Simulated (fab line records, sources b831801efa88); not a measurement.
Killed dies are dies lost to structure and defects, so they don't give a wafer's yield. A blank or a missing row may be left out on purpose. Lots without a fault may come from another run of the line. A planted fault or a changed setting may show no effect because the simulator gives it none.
fab line records | flow sky130
record lots=6 wafers=18 last_day=50
route steps=708 shown POLY_GATE@222 PAD_OPEN@708
lots that met no fault: from a run of the same line without faults
start_h: hours from the record's first day to the start of the lot's first wafer shown | wait_h: hours since the lot's step before | " the same as in the row above | L1.1+2: a row that stands for several wafers | - no value, or no start given | * or withheld: withheld | < > ~ a bound
route shown NAME@n: a module of which the file shows steps, and the number in the route of the first | usual: mean/standard deviation of fault-free wafers | same: alike in all rows | chamber/n: place in a boat | sites: the reading at each site | _std_site: their standard deviation | _edge_site: outer sites' mean less inner sites' | radius_mm: how far each site lies from the wafer's centre | mask NAME#n: copy n | behind: the tool/chamber that last shaped the wafer | hold: why the lot was held/for how many hours/how that ended | device: the transistor (n, p or np) that didn't switch | end of line: the same wafers' tests at the end of the route | a step without rows: its recipe alone | killed: dies lost to structure and defects at the first sort, not the wafer's yield | map: a wafer's dies, x killed, . not, _ none there
set.NAME: the setting as run; set.NAME@STEP: as run at that earlier step | model.NAME: the simulator's own value behind a step, which no gauge read
lots at some steps of the route; a table a step, a row a wafer
services: from which hour (start_h, from the record's first day; less than 0 if before it) a tool's chamber was out of use, for how many hours, and why
## steps
# step SKY_POLY_GATE_COAT_08
# recipe resist=KrF-thick spin_rpm=3000 resist_thk_nm=450
# step SKY_POLY_GATE_SOFTBAKE_09
# recipe temp_c=100 time_s=90 resist=KrF-thick
# step SKY_POLY_GATE_EXPOSE_10
# recipe mask_id=P1M na=0.68 source_shape=conventional sigma_outer=0.6 target_cd_nm=150 dose_mj=28
# step SKY_POLY_GATE_PEB_11
# recipe peb_temp_c=withheld peb_time_s=withheld resist=KrF-thick
# step SKY_POLY_GATE_DEVELOP_12
# recipe develop_time_s=60 resist=KrF-thick dev_temp_c=21
# step SKY_POLY_GATE_CD_MEAS_13
# recipe target_cd_nm=150
# usual cd_nm=149.8/1.6
# columns lot.wafer tool chamber start_h wait_h cd_nm
L408.1 cd_sem-02 - 371.48 - 148.0
L408.4 " - " " 148.9
L408.6 " - " " 147.7
L411.1 cd_sem-02 - 403.49 - 147.3
L411.3 " - " " 149.2
L411.5 " - " " 147.8
L424.4 cd_sem-01 - 518.75 - 147.2
L424.5 " - " " 145.9
L424.6 " - " " 146.9
L425.2 cd_sem-01 - 522.55 - 149.9
L425.5 " - " " 150.0
L425.6 " - " " 149.0
L429.2 cd_sem-02 - 554.91 - 150.9
L429.4 " - " " 150.0
L429.6 " - " " 151.5
L430.2 cd_sem-01 - 569.00 - 148.9
L430.3 " - " " 150.0
L430.5 " - " " 150.7
# step SKY_POLY_GATE_OVL_MEAS_14
# usual POLY_GATE_OVL=4/5.6
# columns lot.wafer tool chamber start_h wait_h POLY_GATE_OVL[nm]
L408.1 overlay-02 - 371.60 0.1 -1
L408.4 " - " " 0
L408.6 " - " " 2
L411.1 overlay-02 - 403.61 0.1 8
L411.3 " - " " 2
L411.5 " - " " 6
L424.4 overlay-02 - 518.83 0.1 -1
L424.5 " - " " -3
L424.6 " - " " 1
L425.2 overlay-02 - 522.66 0.1 6
L425.5 " - " " 11
L425.6 " - " " 10
L429.2 overlay-02 - 555.02 0.1 2
L429.4 " - " " 3
L429.6 " - " " -2
L430.2 overlay-02 - 569.11 0.1 8
L430.3 " - " " 9
L430.5 " - " " 8
# step SKY_POLY_GATE_ETCH_15
# recipe chemistry=N2/H2 target=BARC ion_energy_ev=200 source_w=500 bias_w=100 pressure_mtorr=30 n2_flow_sccm=100 h2_flow_sccm=200 stop_on=SiO2 time_s=118.5 target_depth_a=1100
# usual drypump_motor_current_A=5.7/0.52 oes_product_au=0.716/0.0047 throttle_valve_pct=13.213/0.0097
# columns lot.wafer tool chamber start_h wait_h drypump_motor_current_A oes_product_au rf_hours_counter_h throttle_valve_pct
L408.1 rie_diel-03 3 371.64 0.0 4.8 0.716 50 13.200
L408.4 " 1 " " 6.0 0.718 - 13.206
L408.6 " 3 " " 4.8 0.714 - 13.215
L411.1 rie_diel-03 1 403.65 0.0 6.0 0.716 6 13.229
L411.3 " 0 " " 5.6 0.719 94 13.217
L411.5 " 3 " " 4.8 0.712 - 13.210
L424.4 rie_diel-02 3 518.85 0.0 6.0 0.715 8 13.223
L424.5 " 1 " " 5.9 0.712 - 13.198
L424.6 " 2 " " 5.7 0.718 - 13.194
L425.2 rie_diel-02 0 522.69 0.0 4.8 0.716 0 13.214
L425.5 " 0 " " 4.8 0.713 - 13.216
L425.6 " 1 " " 5.9 0.711 - 13.205
L429.2 rie_diel-02 1 555.05 0.0 6.0 0.722 16 13.201
L429.4 " 0 " " 4.8 0.717 - 13.221
L429.6 " 2 " " 5.7 0.713 - 13.214
L430.2 rie_diel-02 0 569.14 0.0 4.8 0.727 1 13.199
L430.3 " 1 " " 5.9 0.718 17 13.212
L430.5 " 1 " " 5.9 0.714 - 13.224
# step SKY_POLY_GATE_ETCH_16
# recipe stop_on=poly-Si chemistry=CH3F/O2 target=Si3N4 source_w=400 bias_w=80 pressure_mtorr=25 ch3f_flow_sccm=40 O2_flow_sccm=30 time_s=147.5 target_depth_a=750
# usual drypump_motor_current_A=5.7/0.52 oes_product_au=0.643/0.0051 throttle_valve_pct=10.535/0.0087
# columns lot.wafer tool chamber start_h wait_h drypump_motor_current_A oes_product_au rf_hours_counter_h throttle_valve_pct
L408.1 rie_diel-03 3 371.72 0.0 4.8 0.640 50 10.536
L408.4 " 1 " " 6.0 0.636 - 10.540
L408.6 " 3 " " 4.8 0.645 - 10.532
L411.1 rie_diel-03 1 403.73 0.0 6.0 0.642 6 10.544
L411.3 " 0 " " 5.5 0.644 94 10.543
L411.5 " 3 " " 4.8 0.645 - 10.535
L424.4 rie_diel-02 3 518.93 0.0 6.0 0.645 8 10.540
L424.5 " 1 " " 6.0 0.646 - 10.527
L424.6 " 2 " " 5.8 0.651 - 10.541
L425.2 rie_diel-02 0 522.77 0.0 4.8 0.642 0 10.532
L425.5 " 0 " " 4.8 0.645 - 10.527
L425.6 " 1 " " 5.9 0.642 - 10.520
L429.2 rie_diel-02 1 555.13 0.0 5.9 0.645 16 10.551
L429.4 " 0 " " 4.8 0.650 - 10.549
L429.6 " 2 " " 5.7 0.641 - 10.535
L430.2 rie_diel-02 0 569.22 0.0 4.8 0.636 1 10.542
L430.3 " 1 " " 6.0 0.637 17 10.538
L430.5 " 1 " " 5.9 0.644 - 10.520
# step SKY_POLY_GATE_ETCH_17
# recipe target_depth_nm=180 stop_on=SiO2 over_etch_frac=0.56667 chemistry=HBr/Cl2 target=poly-Si icp_w=400 bias_w=100 pressure_mtorr=10 HBr_flow_sccm=150 Cl2_flow_sccm=50 time_s=70.5
# usual drypump_motor_current_A=5.7/0.47 oes_product_au=0.988/0.0075 throttle_valve_pct=33.685/0.0087
# columns lot.wafer tool chamber start_h wait_h drypump_motor_current_A oes_product_au rf_hours_counter_h throttle_valve_pct
L408.1 rie_si-02 1 371.82 0.0 5.6 0.983 41 33.664
L408.4 " 3 " " 5.3 0.991 3 33.688
L408.6 " 3 " " 5.2 0.984 - 33.688
L411.1 rie_si-01 3 403.83 0.0 5.1 0.986 5 33.684
L411.3 " 2 " " 5.8 0.984 2 33.682
L411.5 " 2 " " 5.8 0.993 - 33.684
L424.4 rie_si-01 1 519.03 0.0 5.3 0.995 31 33.692
L424.5 " 1 " " 5.3 0.987 - 33.681
L424.6 " 0 " " 6.3 0.991 - 33.702
L425.2 rie_si-02 0 522.87 0.0 6.4 0.985 35 33.704
L425.5 " 0 " " 6.4 0.991 - 33.683
L425.6 " 3 " " 5.2 0.983 - 33.678
L429.2 rie_si-01 0 555.23 0.0 6.3 0.995 8 33.692
L429.4 " 1 " " 5.3 0.987 - 33.700
L429.6 " 0 " " 6.3 0.999 - 33.689
L430.2 rie_si-01 2 569.32 0.0 5.8 0.988 3 33.682
L430.3 " 3 " " 5.0 0.992 6 33.693
L430.5 " 1 " " 5.3 0.995 - 33.698
# step SKY_POLY_GATE_STRIP_18
# recipe chemistry=O2/N2 power_w=1400 pressure_mtorr=1500 platen_temp_c=withheld o2_flow_sccm=3000 n2_flow_sccm=300 overash_fraction=0.5
# usual drypump_motor_current_A=5.52/0.29 oes_product_au=0.360/0.0047 strip_time_to_endpoint_s=3.16/0.037
# columns lot.wafer tool chamber start_h wait_h drypump_motor_current_A oes_product_au rf_hours_counter_h strip_time_to_endpoint_s
L408.1 plasma_asher-02 0 371.87 0.0 5.66 0.358 25 3.18
L408.4 " 1 " " 5.61 0.355 - 3.11
L408.6 " 0 " " 5.65 0.358 - 3.14
L411.1 plasma_asher-02 1 403.88 0.0 5.62 0.363 28 3.12
L411.3 " 1 " " 5.60 0.357 - 3.12
L411.5 " 0 " " 5.65 0.365 - 3.18
L424.4 plasma_asher-02 1 519.12 0.1 5.62 0.359 - 3.15
L424.5 " 1 " " 5.63 0.359 - 3.20
L424.6 " 0 " " 5.67 0.363 - 3.21
L425.2 plasma_asher-04 0 522.93 0.0 5.47 0.364 73 3.16
L425.5 " 0 " " 5.45 0.358 - 3.16
L425.6 " 1 " " 4.88 0.366 - 3.19
L429.2 plasma_asher-04 1 555.28 0.0 4.87 0.363 76 3.20
L429.4 " 0 " " 5.43 0.367 - 3.16
L429.6 " 1 " " 4.88 0.362 - 3.20
L430.2 plasma_asher-04 1 569.38 0.0 4.89 0.352 77 3.15
L430.3 " 1 " " 4.90 0.363 - 3.21
L430.5 " 0 " " 5.42 0.361 - 3.19
# step SKY_POLY_GATE_CLEAN_19
# recipe chemistry=SC1/SC2 mix=1:4:20 temp_c=70 time_s=150 dry=n2_spin
# step SKY_POLY_GATE_OXIDATION_20
# recipe temp_c=850 ambient=O2 stabilise_s=600 purge_s=300 target_thk_a=40 ox_time_s=899
# usual spike_tc_bottom_C=866.4/2.6 spike_tc_centre_C=850.3/1 spike_tc_lower_C=850.9/0.99 spike_tc_top_C=860.4/2.4 spike_tc_upper_C=848.8/1.2 tube_center_temp_C=850/0.075 tube_center_temp_C_max=852.1/0.35 zone_power_bottom_pct=24.8/0.42 zone_power_top_pct=30.6/0.66
# columns lot.wafer tool chamber start_h wait_h spike_tc_bottom_C spike_tc_centre_C spike_tc_lower_C spike_tc_top_C spike_tc_upper_C tube_center_temp_C tube_center_temp_C_max zone_power_bottom_pct zone_power_top_pct model.SiO2_of_POLY_GATE_OXIDATION_20.thk_nm
L408.1 furnace-01 0 372.03 0.0 864.4 850.3 852.0 861.1 849.5 850.02 852.4 24.7 30.1 4.005
L408.4 " 0 " " 864.8 851.3 849.5 861.7 848.6 849.97 851.8 24.4 30.3 3.952
L408.6 " 0 " " 865.1 851.6 851.9 862.2 848.9 850 852.7 24.0 30.1 3.948
L411.1 furnace-02 0 404.61 0.6 871.2 850.6 851.0 857.0 849.2 849.98 852.7 25.6 31.8 4.059
L411.3 " 0 " " 872.2 850.3 851.5 855.0 848.6 849.91 852.3 25.4 31.5 4.063
L411.5 " 0 " " 871.1 850.4 852.1 855.2 847.8 849.98 851.5 25.5 31.5 4.044
L424.4 furnace-02 0 519.24 0.0 825.9 805.0 803.4 810.6 802.1 804.45 806.6 22.3 28.4 2.122
L424.5 " 0 " " 825.7 802.6 804.8 813.6 802.4 804.59 806.6 22.2 28.5 2.132
L424.6 " 0 " " 825.6 803.2 806.0 812.9 802.9 804.44 806.6 22.4 28.6 2.155
L425.2 furnace-02 0 523.08 0.0 825.8 804.6 805.1 811.5 800.8 804.38 806.6 22.2 28.7 2.148
L425.5 " 0 " " 825.4 802.7 805.2 812.5 805.8 804.45 807.0 22.3 29.2 2.203
L425.6 " 0 " " 826.7 803.5 805.8 813.0 800.9 804.44 806.5 22.6 28.9 2.206
L429.2 furnace-01 0 555.49 0.0 864.3 848.6 852.5 862.1 851.1 849.92 851.4 24.6 31.0 3.929
L429.4 " 0 " " 865.7 851.0 849.6 861.2 849.3 850.11 852.6 24.5 30.5 3.975
L429.6 " 0 " " 866.0 850.6 850.8 860.3 849.6 849.96 852.2 24.5 29.8 3.968
L430.2 furnace-01 0 570.84 1.3 865.4 849.1 851.6 863.6 849.6 850.07 851.9 24.2 30.0 3.976
L430.3 " 0 " " 865.2 852.1 850.8 861.3 848.2 849.83 851.7 24.4 30.0 3.947
L430.5 " 0 " " 864.4 850.6 850.0 862.1 850.4 849.92 851.9 24.4 30.4 3.905
# step SKY_POLY_GATE_THK_MEAS_21
# recipe reads=SiO2_of_POLY_GATE_OXIDATION_20
# usual POLY_GATE_OXIDATION_THK=3.99/0.07
# columns lot.wafer tool chamber start_h wait_h hold POLY_GATE_OXIDATION_THK[nm]
L408.1 film_metro-03 - 373.28 0.0 - 3.97
L408.4 " - " " - 3.96
L408.6 " - " " - 3.92
L411.1 film_metro-03 - 405.86 0.0 - 4.03
L411.3 " - " " - 4.06
L411.5 " - " " - 4.01
L424.4 film_metro-02 - 520.52 0.0 await_dispo/0.2h/release 2.18
L424.5 " - " " await_dispo/0.2h/release 2.13
L424.6 " - " " await_dispo/0.2h/release 2.14
L424.4 film_metro-02 - 520.74 0.2 - 2.12
L424.5 " - " " - 2.14
L424.6 " - " " - 2.20
L425.2 film_metro-02 - 524.34 0.0 await_dispo/0.2h/release 2.14
L425.5 " - " " await_dispo/0.2h/release 2.17
L425.6 " - " " await_dispo/0.2h/release 2.22
L425.2 film_metro-02 - 524.56 0.2 - 2.19
L425.5 " - " " - 2.21
L425.6 " - " " - 2.23
L429.2 film_metro-01 - 556.75 0.0 - 3.94
L429.4 " - " " - 3.99
L429.6 " - " " - 3.92
L430.2 film_metro-01 - 572.10 0.0 - 3.98
L430.3 " - " " - 3.93
L430.5 " - " " - 3.94
# step SKY_POLY_GATE_CD_MEAS_22
# usual cd_nm=148.9/2.7
# columns lot.wafer tool chamber start_h wait_h hold cd_nm
L408.1 cd_sem-01 - 373.34 0.1 - 148.7
L408.4 " - " " - 148.0
L408.6 " - " " - 148.9
L411.1 cd_sem-02 - 405.92 0.1 - 144.5
L411.3 " - " " - 149.5
L411.5 " - " " - 146.9
L424.4 cd_sem-02 - 521.92 1.2 await_dispo/1.1h/release 145.9
L424.5 " - " " await_dispo/1.1h/release 143.6
L424.6 " - " " await_dispo/1.1h/release 146.3
L425.2 cd_sem-02 - 530.74 6.2 await_dispo/6.1h/release 144.4
L425.5 " - " " await_dispo/6.1h/release 145.8
L425.6 " - " " await_dispo/6.1h/release 150.6
L429.2 cd_sem-01 - 556.83 0.1 - 149.5
L429.4 " - " " - 145.0
L429.6 " - " " - 151.2
L430.2 cd_sem-02 - 572.17 0.1 - 146.2
L430.3 " - " " - 148.3
L430.5 " - " " - 147.3
# step SKY_PAD_OPEN_PROBE_99
# usual killed_at_M0_to_M3=44/7.2 killed_at_M4_up=3.0/1.9 killed_at_contacts=25/4.8 killed_at_front_end=16/4.2 killed_at_other=0.2/0.44 killed_dies=88/9.3 killed_open=48/7.1 killed_short=40/6.5
# same gross_dies=492 killed_at_back_side=0
# columns lot.wafer tool chamber start_h wait_h killed_at_M0_to_M3 killed_at_M4_up killed_at_contacts killed_at_front_end killed_at_other killed_dies killed_open killed_short model.etest.tip_p.rs_ohm_sq model.etest.tip_sonos.rs_ohm_sq model.etest.pfet_01v8.r_on_ohm_um model.etest.res_pdiff.line_ohm_um model.etest.res_ndiff.line_ohm_um model.etest.tip_n.rs_ohm_sq model.etest.res_pdiff.rs_ohm_sq model.etest.pfet_01v8.drive_ua_um
L408.1 prober-01 - 1076.11 0.1 55 2 26 18 0 101 58 43 6889 2750 2935 1412 782 443.9 197.2 189.1
L408.4 prober-01 - 1076.26 0.2 44 2 23 17 0 86 57 29 6926 2736 2922 1398 769.9 440.4 195.3 191.2
L408.6 prober-01 - 1076.36 0.2 41 1 26 21 0 89 47 42 6853 2751 2915 1410 781.6 443.8 194.5 189.6
L411.1 prober-01 - 1099.91 0.1 52 2 22 21 0 97 53 44 6902 2647 2836 1357 761.5 444 197.8 196.5
L411.3 prober-01 - 1100.01 0.2 52 2 23 14 0 91 47 44 6939 2647 2997 1396 781.3 441.7 198.6 184.5
L411.5 prober-01 - 1100.11 0.2 53 3 31 14 1 102 63 39 6873 2626 2900 1373 778.6 438.9 197.5 193.9
L424.4 prober-01 - 1168.67 0.2 54 6 22 13 0 95 53 42 6685 2446 2748 1306 710.8 415.7 185.7 204.1
L424.5 prober-01 - 1168.72 0.2 41 4 15 12 0 72 37 35 6686 2428 2731 1273 706.1 418 187.3 207.7
L424.6 prober-01 - 1168.77 0.2 36 1 21 17 0 75 43 32 6685 2432 2732 1282 712.6 416.2 186.2 204.8
L425.2 prober-02 - 1170.05 0.1 42 3 37 25 0 107 64 43 6684 2425 2721 1292 735.2 418.5 186.2 212.2
L425.5 prober-02 - 1170.20 0.2 40 4 23 15 0 82 30 52 6604 2398 2718 1302 745.9 419.1 185.7 209
L425.6 prober-02 - 1170.25 0.2 47 2 17 15 0 81 39 42 6620 2398 2789 1280 721.3 419.5 185.7 203
L429.2 prober-01 - 1187.38 0.1 37 5 24 11 0 77 42 35 6750 2601 2791 1360 752.6 442.7 195.9 200.4
L429.4 prober-01 - 1187.48 0.2 46 9 16 13 0 84 44 40 6797 2588 2797 1362 751.7 445.5 195.6 199.9
L429.6 prober-01 - 1187.58 0.2 43 1 23 20 0 87 47 40 6753 2579 2863 1391 776.5 439.1 194.8 195.4
L430.2 prober-01 - 1196.55 0.1 60 1 22 21 1 105 57 48 6860 2676 2859 1343 761.6 443.4 196.9 194.4
L430.3 prober-01 - 1196.60 0.2 41 4 21 19 0 85 51 34 6859 2701 2910 1392 777.3 443 197.4 191.1
L430.5 prober-01 - 1196.70 0.2 41 5 18 13 0 77 48 29 6826 2674 2882 1384 766 445.7 196.9 194.1
# killed by level:class
L408.1 VIA1:geometric_particle:open=19 LI_CONTACT:geometric_particle:open=9 VIA1:geometric_particle:short=8 VIA3:geometric_particle:open=7 FIELD_ISO:geometric_particle:open=6 METAL2:geometric_particle:short=6 POLY_GATE:geometric_particle:open=5 CONTACT:geometric_particle:open=5
L408.4 CONTACT:geometric_particle:open=14 VIA1:geometric_particle:open=14 METAL2:geometric_particle:short=7 VIA2:geometric_particle:open=7 POLY_GATE:geometric_particle:open=6 VIA3:geometric_particle:open=6 CONTACT:geometric_particle:short=5 FIELD_ISO:geometric_particle:short=4
L408.6 METAL1:geometric_particle:short=10 CONTACT:geometric_particle:open=8 LI_CONTACT:geometric_particle:open=7 FIELD_ISO:geometric_particle:open=6 VIA2:geometric_particle:open=6 VIA1:geometric_particle:open=6 VIA1:geometric_particle:short=6 POLY_GATE:geometric_particle:short=5
L411.1 VIA1:geometric_particle:open=14 VIA2:geometric_particle:short=7 LI_CONTACT:geometric_particle:open=7 CONTACT:geometric_particle:short=7 VIA2:geometric_particle:open=7 METAL2:geometric_particle:short=6 FIELD_ISO:geometric_particle:short=5 FIELD_ISO:geometric_particle:open=5
L411.3 VIA1:geometric_particle:open=11 METAL2:geometric_particle:short=11 CONTACT:geometric_particle:open=8 VIA3:geometric_particle:open=7 LI_CONTACT:geometric_particle:open=6 POLY_GATE:geometric_particle:short=5 VIA2:geometric_particle:open=5 POLY_GATE:geometric_particle:open=4
L411.5 CONTACT:geometric_particle:open=12 VIA1:geometric_particle:open=12 LI_CONTACT:geometric_particle:open=10 VIA2:geometric_particle:open=10 VIA3:geometric_particle:open=8 VIA1:geometric_particle:short=5 CONTACT:geometric_particle:short=5 METAL1:geometric_particle:short=5
L424.4 VIA1:geometric_particle:open=16 LOCAL_INTERCONNECT:geometric_particle:short=8 VIA2:geometric_particle:open=8 METAL1:geometric_particle:short=6 POLY_GATE:geometric_particle:open=5 LI_CONTACT:geometric_particle:open=5 VIA3:geometric_particle:open=5 CONTACT:geometric_particle:short=4
L424.5 VIA1:geometric_particle:open=11 VIA3:geometric_particle:open=10 METAL1:geometric_particle:short=7 LI_CONTACT:geometric_particle:open=4 LOCAL_INTERCONNECT:geometric_particle:short=4 VIA2:geometric_particle:open=4 METAL4:geometric_particle:short=4 FIELD_ISO:geometric_particle:short=3
L424.6 VIA1:geometric_particle:open=9 FIELD_ISO:geometric_particle:open=6 VIA3:geometric_particle:open=6 CONTACT:geometric_particle:open=6 METAL1:geometric_particle:short=6 POLY_GATE:geometric_particle:open=5 LOCAL_INTERCONNECT:geometric_particle:short=4 LI_CONTACT:geometric_particle:short=4
L425.2 CONTACT:geometric_particle:open=16 LI_CONTACT:geometric_particle:open=10 VIA1:geometric_particle:open=9 FIELD_ISO:geometric_particle:short=8 POLY_GATE:geometric_particle:open=8 VIA2:geometric_particle:open=8 LOCAL_INTERCONNECT:geometric_particle:short=6 METAL3:geometric_particle:short=5
L425.5 CONTACT:geometric_particle:short=9 VIA2:geometric_particle:open=7 VIA3:geometric_particle:open=7 VIA1:geometric_particle:short=6 LOCAL_INTERCONNECT:geometric_particle:short=6 FIELD_ISO:geometric_particle:short=5 LI_CONTACT:geometric_particle:open=5 METAL1:geometric_particle:short=5
L425.6 VIA1:geometric_particle:open=8 VIA3:geometric_particle:open=7 METAL1:geometric_particle:short=6 METAL2:geometric_particle:short=6 VIA2:geometric_particle:open=6 LI_CONTACT:geometric_particle:open=5 POLY_GATE:geometric_particle:short=4 LOCAL_INTERCONNECT:geometric_particle:short=4
L429.2 CONTACT:geometric_particle:open=11 VIA1:geometric_particle:open=8 VIA2:geometric_particle:open=6 METAL2:geometric_particle:short=6 METAL3:geometric_particle:short=6 LI_CONTACT:geometric_particle:open=4 LOCAL_INTERCONNECT:geometric_particle:short=4 METAL1:geometric_particle:short=4
L429.4 VIA1:geometric_particle:open=12 VIA1:geometric_particle:short=9 VIA2:geometric_particle:open=7 METAL4:geometric_particle:short=7 FIELD_ISO:geometric_particle:open=5 CONTACT:geometric_particle:short=5 METAL1:geometric_particle:short=4 CONTACT:geometric_particle:open=4
L429.6 METAL2:geometric_particle:short=10 FIELD_ISO:geometric_particle:open=9 LI_CONTACT:geometric_particle:open=8 CONTACT:geometric_particle:open=8 VIA3:geometric_particle:open=7 FIELD_ISO:geometric_particle:short=6 METAL1:geometric_particle:short=6 VIA2:geometric_particle:open=4
L430.2 VIA2:geometric_particle:open=13 CONTACT:geometric_particle:open=8 VIA1:geometric_particle:open=8 VIA2:geometric_particle:short=8 VIA3:geometric_particle:open=8 LI_CONTACT:geometric_particle:open=7 FIELD_ISO:geometric_particle:short=6 FIELD_ISO:geometric_particle:open=5
L430.3 LI_CONTACT:geometric_particle:open=8 CONTACT:geometric_particle:open=8 VIA3:geometric_particle:open=8 POLY_GATE:geometric_particle:open=6 METAL1:geometric_particle:short=6 VIA2:geometric_particle:open=6 FIELD_ISO:geometric_particle:short=5 METAL1:geometric_particle:open=5
L430.5 VIA1:geometric_particle:open=8 FIELD_ISO:geometric_particle:open=7 CONTACT:geometric_particle:open=7 VIA2:geometric_particle:open=5 LI_CONTACT:geometric_particle:open=5 CONTACT:geometric_particle:short=5 METAL1:geometric_particle:short=5 VIA1:geometric_particle:short=4
## services
# columns tool chamber start_h hours kind
rie_diel-03 2 358.22 12.3 repair
plasma_asher-02 - 376.84 2.1 repair
rie_diel-03 3 390.46 1.8 repair
rie_diel-02 0 405.02 3.5 repair
rie_diel-03 0 407.41 1.5 repair
rie_diel-02 2 414.64 3.4 repair
rie_diel-02 - 423.66 14.6 pm
rie_diel-03 - 426.49 0.3 repair
rie_si-01 1 430.76 2.2 repair
furnace-02 - 460.98 2.9 pm
rie_diel-03 0 475.33 - clean
rie_diel-03 0 475.33 22.0 scheduled_down
rie_diel-02 0 480.24 - clean
rie_diel-02 0 480.24 21.4 scheduled_down
rie_diel-02 0 480.24 21.4 vent_cycle
furnace-02 - 488.37 3.1 pm
rie_si-02 - 503.82 2.8 pm
rie_diel-02 0 511.01 5.3 repair
rie_diel-02 - 515.39 0.9 repair
rie_diel-03 1 532.82 3.6 repair
plasma_asher-04 - 534.79 4.5 repair
rie_diel-02 3 546.28 8.9 repair
rie_si-01 2 550.51 8.5 repair
rie_si-02 1 554.91 4.1 repair
## key
first_sign step=SKY_POLY_GATE_OXIDATION_20 reading=tube_center_temp_C direction=down sigmas=99+ usual=* struck=*
effect step=SKY_POLY_GATE_OXIDATION_20 reading=tube_center_temp_C_max direction=down sigmas=99+ usual=* struck=*
effect step=SKY_POLY_GATE_THK_MEAS_21 reading=visit direction=added
effect step=SKY_POLY_GATE_THK_MEAS_21 reading=POLY_GATE_OXIDATION_THK direction=down sigmas=26 usual=3.99 struck=2.16
model_effect step=SKY_POLY_GATE_OXIDATION_20 value=SiO2_of_POLY_GATE_OXIDATION_20.thk_nm without=4.007 struck=2.161
model_effect step=SKY_PAD_OPEN_PROBE_99 value=etest.tip_p.rs_ohm_sq without=6910 struck=6661
met_at SKY_POLY_GATE_OXIDATION_20
struck_wafers L424.4,L424.5,L424.6,L425.2,L425.5,L425.6
tester_left_out L424,L425
onset_between 404.61 519.24
fault kind=process_parameter_drift tool=furnace-02 chamber=- onset_h=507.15 steps=SKY_POLY_GATE_OXIDATION_20 channel=temp_c offset=* shape=step end_h=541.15 acts_in=* stated=*
# tester_left_out: of these lots the tester's yield and bins aren't shown, on N5 and GAA mostly nor the transistor test; their killed dies are dies lost to structure and defects alone, not to doping, threshold or leakage, so they don't give the yield
